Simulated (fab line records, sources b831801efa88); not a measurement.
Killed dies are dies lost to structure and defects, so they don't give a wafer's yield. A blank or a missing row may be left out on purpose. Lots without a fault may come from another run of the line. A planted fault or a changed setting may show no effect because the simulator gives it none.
A struck lot beside a sound one | flow gf180mcu | 37 steps out of a route of 602
Sound: wafers L195.1, L195.3, L195.5. Struck: wafer L207.3. (L207.2, L207.6 of the same lot were not struck and are left out.) The cause comes at the end.
At each step with rows: each side's tool, then ch and its chambers, then its first start. Under that, the readings that differ: sound wafers | struck wafers | difference of the means | sigmas: that difference in standard deviations of wafers without a fault.
alike: readings whose means differ by less than 2 such deviations, and words and numbers that are the same on both sides. not compared: withheld readings, readings that some wafer has no value for, bounds like >300 that may hide the same value, and numbers for which the record gives no deviation and whose values overlap.
The two part at a step that has a row with sigmas, a row that says differs or no value, or rows on one side only. Numbers that don't overlap but have no deviation are shown without sigmas and don't part them. A reading that every wafer of one side lacks parts them only if that side has two wafers or more.

first, 2 steps without rows for these wafers: GF_M4_PEB_12 (peb time 90 s); GF_M4_DEVELOP_13 (develop time 60 s).
GF_M4_CD_MEAS_14: target cd 280 nm.
  sound on cd_sem-02, day 23 16:28; struck on cd_sem-01, day 27 18:19
  alike: cd_nm
GF_M4_OVL_MEAS_15:
  sound on overlay-01, day 23 16:35; struck on overlay-02, day 27 18:26
  alike: M4_OVL
GF_M4_METAL_ETCH_16: etches the open film in Cl2/BCl3, stops on SiO2, target depth 750.8 nm, time 125.1 s.
  sound on rie_metal-02 ch 0,1, day 23 16:37; struck on rie_metal-01 ch 1, day 27 18:28
  reading                     | sound          | struck | difference | sigmas
  drypump_motor_current_A (A) | 5.94 5.93 5.92 | 5.33   | -0.60      | -2
  alike: bcl3_flow_sccm, chamber_pressure_mTorr, oes_product_au, throttle_valve_pct
  not compared: rf_hours_counter_h
then, 4 steps without rows for these wafers: GF_M4_STRIP_17 (strips in O2/N2); GF_M4_STRIP_18 (strips in post etch residue remover, time 1200 s); GF_M4_CLEAN_19 (cleans in DIW); GF_V4_CVD_00 (deposits SiO2, target thk 600 nm, time 100 s).
GF_V4_THK_MEAS_01:
  sound on film_metro-03, day 23 17:43; struck on film_metro-03, day 27 19:13
  alike: V4_CVD_00_THK
then, 1 step without rows for these wafers: GF_V4_CVD_02 (deposits SiO2 from TEOS, target thk 850 nm, time 94.851 s).
GF_V4_THK_MEAS_03:
  sound on film_metro-01, day 23 17:50; struck on film_metro-02, day 27 19:20
  alike: V4_CVD_02_THK
GF_V4_CMP_04: polishes SiO2.
  sound on cmp-01 ch 0,1, day 23 17:54; struck on cmp-02 ch 1, day 27 19:23
  reading                             | sound             | struck | difference | sigmas
  time_to_endpoint_s (s)              | 93 82 91          | 56     | -33        | -5
  model.SiO2_of_V4_CVD_02.thk_nm (nm) | 632.8 632.8 633.2 | 696.3  | +63.4      |
  alike: motor_current_A
GF_V4_BOW_MEAS_05:
  sound on film_metro-02, day 23 18:12; struck on film_metro-01, day 27 19:43
  alike: V4_BOW
then, 8 steps without rows for these wafers: GF_V4_DEHYDRATE_06 (time 60 s); GF_V4_HMDS_07 (prime time 60 s); GF_V4_COAT_08; GF_V4_COAT_09 (resist thk 1000 nm); GF_V4_SOFTBAKE_10 (time 60 s); GF_V4_EXPOSE_11 (exposes mask Via4, target cd 260 nm); GF_V4_PEB_12 (peb time 90 s); GF_V4_DEVELOP_13 (develop time 60 s).
GF_V4_CD_MEAS_14: target cd 260 nm.
  sound on cd_sem-01, day 24 16:55; struck on cd_sem-01, day 28 15:35
  reading    | sound             | struck | difference | sigmas
  cd_nm (nm) | 258.8 258.5 258.7 | 262.4  | +3.7       | +3
GF_V4_OVL_MEAS_15:
  sound on overlay-02, day 24 17:02; struck on overlay-02, day 28 15:41
  alike: V4_OVL
GF_V4_ETCH_16: etches BARC in N2/H2.
  sound on rie_diel-04 ch 0,1,3, day 24 17:04; struck on rie_diel-01 ch 2, day 28 15:43
  alike: chamber_pressure_mTorr, drypump_motor_current_A, oes_product_au, throttle_valve_pct
GF_V4_ETCH_17: etches SiO2 in C4F8/O2/Ar, stops on TiN, target depth 630 nm.
  sound on rie_diel-04 ch 0,1,3; struck on rie_diel-01 ch 2
  reading                        | sound             | struck | difference | sigmas
  oes_product_au (a.u.)          | 0.846 0.855 0.860 | 0.905  | +0.051     | +11
  model.etch.depth_nm (nm)       | 632.8 632.8 633.2 | 696.3  | +63.4      |
  model.V4.feature_depth_nm (nm) | 632.8 632.8 633.2 | 696.3  | +63.4      |
  alike: chamber_pressure_mTorr
GF_V4_STRIP_18: strips in O2/N2.
  sound on plasma_asher-01 ch 0,1, day 24 17:12; struck on plasma_asher-03 ch 0, day 28 15:51
  alike: chamber_pressure_mTorr, drypump_motor_current_A, heater_power_w, o2_flow_sccm, oes_product_au
  not compared: rf_hours_counter_h
then, 2 steps without rows for these wafers: GF_V4_STRIP_19 (strips in post etch residue remover, time 1200 s); GF_V4_CLEAN_20 (cleans in DIW).
GF_V4_SPUTTER_21: material Ti, target thk 15 nm, time 80.02 s.
  sound on pvd_sputter-04, day 24 17:44; struck on pvd_sputter-04, day 28 16:25
  alike: throttle_valve_pct
GF_V4_SPUTTER_22: material TiN, target thk 10 nm, time 40 s.
  sound on pvd_sputter-04, day 24 17:48; struck on pvd_sputter-04, day 28 16:29
  alike: throttle_valve_pct
then, 1 step without rows for these wafers: GF_V4_CVD_23 (deposits W, target thk 350 nm, time 104.9 s).
GF_V4_RS_MEAS_24: measures by four-point-probe.
  sound on film_metro-01, day 24 17:57; struck on film_metro-03, day 28 16:39
  alike: V4_W_RS
GF_V4_THK_MEAS_25: measures by xrf.
  sound on film_metro-01, day 24 18:04; struck on film_metro-03, day 28 16:46
  alike: V4_W_THK
GF_V4_CMP_26: polishes, stops on SiO2, t overpolish 15 s, target thk 0 nm.
  sound on cmp-01 ch 0,1, day 24 19:19; struck on cmp-02 ch 2, day 28 17:07
  reading                             | sound         | struck | difference | sigmas
  model.SiO2_of_V4_CVD_02.thk_nm (nm) | 629 629 629.4 | 692.5  | +63.4      |
  alike: motor_current_A
then, 1 step without rows for these wafers: GF_MIM_SPUTTER_00 (material Ti, target thk 37.5 nm, time 150 s).
-- the record jumps here: 4 days lie between the struck wafers' starts before and after (it left off in module MIM and takes up again in module PASSIVATION, whose first step shown is number 602 of the route) --
GF_PASSIVATION_PROBE_99:
  the record has rows for the struck wafers here (prober-01, day 32 19:05) and none for the sound ones

WHERE THEY PART
First at GF_M4_METAL_ETCH_16; last, within this record, at GF_PASSIVATION_PROBE_99.

WHY: what the simulator had put in
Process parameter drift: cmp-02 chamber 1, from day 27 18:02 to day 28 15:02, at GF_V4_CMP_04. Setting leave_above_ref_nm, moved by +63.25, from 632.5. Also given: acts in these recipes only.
